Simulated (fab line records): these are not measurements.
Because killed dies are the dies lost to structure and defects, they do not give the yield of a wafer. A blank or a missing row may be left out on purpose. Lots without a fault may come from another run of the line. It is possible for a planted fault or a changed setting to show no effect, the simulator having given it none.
2 desks looking at one fault ; flow gf180mcu ; each desk has only its own numbers; what lay behind them comes last

THE TOOL OWNER'S DESK: rie-diel-02
The tool's own readings at GF_M5_ETCH_09 (etches Si3N4 in CF4/O2, target depth 52 nm, time 11.6 s): means of the sampled wafers that have a number, for each lot that ran on this tool. If a lot's mean is further than 4 standard deviations from the usual mean, the lot is out of limits and carries the mark OUT (the distance appears in the brackets).
Columns: A = bias-w at GF_M5_ETCH_09, usual 150.0 W; B = drypump-motor-current-A at GF_M5_ETCH_09, usual 5.9 A; C = oes-product-au at GF_M5_ETCH_09, usual 1.004 a.u.; D = throttle-valve-pct at GF_M5_ETCH_09, usual 5.971 %
lot;first seen here;A;B;C;D
L279;day 26 15:22;150.1;5.5;1.007;5.969
L291;day 30 16:49;150.3;5.6;1.001;5.975
L292;day 30 22:58;150.1;5.6;1.002;5.974
L295;day 31 20:28;150.5;5.7;1.004;5.971
L298;day 32 14:07;149.9;5.4;0.999;5.971
This desk's verdict: no lot among the 5 shows anything out of limits.

THE METROLOGY DESK
What the gauges read, lot by lot, whatever tool the lot ran on: means of the sampled wafers that have a number. If a lot's mean is further than 4 standard deviations from the usual mean, the lot is out of limits and carries the mark OUT (the distance appears in the brackets).
Columns: A = PASSIVATION_CVD_02_THK at GF_PASSIVATION_THK_MEAS_03, usual 701 nm
lot;first seen here;A
L279;day 28 13:49;707
L282;day 29 19:39;703
L281;day 30 02:14;709
L284;day 30 11:08;698
L285;day 30 23:08;697
L287;day 31 13:40;704
L286;day 31 15:15;694
L288;day 31 19:49;713
L291;day 32 08:10;694
L292;day 32 15:47;705
L295;day 33 11:17;701
L298;day 34 04:14;693
This desk's verdict: no lot among the 12 shows anything out of limits.

PUT TOGETHER
Nothing out of limits was seen by the tool owner's desk.
From the metrology desk's view, nothing was out of limits.

WHAT THE SIMULATOR HAD PUT IN
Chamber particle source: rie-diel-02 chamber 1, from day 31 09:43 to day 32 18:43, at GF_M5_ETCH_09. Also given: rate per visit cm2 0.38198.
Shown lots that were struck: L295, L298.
